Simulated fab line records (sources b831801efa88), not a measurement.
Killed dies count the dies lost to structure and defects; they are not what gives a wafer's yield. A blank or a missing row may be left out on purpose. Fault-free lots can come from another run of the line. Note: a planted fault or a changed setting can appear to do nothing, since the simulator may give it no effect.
Matching of chambers    flow sky130    SKY_METAL4_ETCH_17 on rie_diel-03 has 4 sister chambers
The step etches SiO2 in C4F8/O2/Ar, stops on TiN, time 3.9 s, target depth 15 nm. 18 wafers are shown with their chamber, then 9 later ones without.

## WAFERS PAIRED WITH THEIR CHAMBERS
wafer   chamber  rf_fwd_power_W (W)  oes_product_au (a.u.)
L075.2  1        1473                0.756
L075.3  2        1470                0.758
L075.4  3        1470                0.766
L079.2  1        1463                0.758
L079.5  2        1454                0.767
L079.6  1        1466                0.767
L080.2  2        1464                0.753
L080.4  3        1466                0.755
L080.6  3        1469                0.752
L082.1  3        1472                0.757
L082.3  0        1477                0.754
L082.4  1        1471                0.759
L085.1  0        1468                0.758
L085.2  2        1465                0.756
L085.6  0        1467                0.770
L086.1  0        1466                0.743
L086.4  3        1466                0.764
L086.5  3        1467                0.749

SIGNATURES, as means of the wafers listed above
reading         chamber 0  chamber 1  chamber 2  chamber 3  scatter within a chamber
rf_fwd_power_W  1469.50    1468.25    1463.25    1468.33    4.66
oes_product_au  0.75625    0.76000    0.75850    0.75717    0.00744
Rule: a wafer's distance from a chamber is the root of the sum, over the readings, of the square of ((its reading less the chamber's mean) divided by the reading's scatter). The wafer belongs to the nearest chamber; if the next one is less than 2 further off, it can't be placed. The scatter: the root of (the sum of the squares of (reading less its chamber's mean) over the shown wafers, divided by (wafers less chambers)).

## WAFERS WITHOUT THEIR CHAMBER
wafer   rf_fwd_power_W (W)  oes_product_au (a.u.)
L090.1  1464                0.752
L090.2  1457                0.758
L090.4  1470                0.761
L092.1  1466                0.744
L092.2  1470                0.750
L092.5  1468                0.749
L096.2  1466                0.747
L096.4  1463                0.745
L096.5  1479                0.746

## WHICH CHAMBER EACH WENT THROUGH
wafer   from the rows above                in truth
L090.1  can't be placed: 2 or 3 or 0 or 1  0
L090.2  can't be placed: 2 or 1 or 3 or 0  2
L090.4  can't be placed: 1 or 3 or 0 or 2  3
L092.1  can't be placed: 0 or 3 or 2 or 1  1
L092.2  can't be placed: 0 or 3 or 1 or 2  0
L092.5  can't be placed: 0 or 3 or 1 or 2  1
L096.2  can't be placed: 0 or 3 or 2 or 1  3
L096.4  can't be placed: 2 or 3 or 0 or 1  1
L096.5  can't be placed: 0 or 3 or 1 or 2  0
Placed correctly: 0 of 9. Unplaceable from these rows: 9, with the true chamber sitting among the candidates in 9. Placed wrongly: 0.
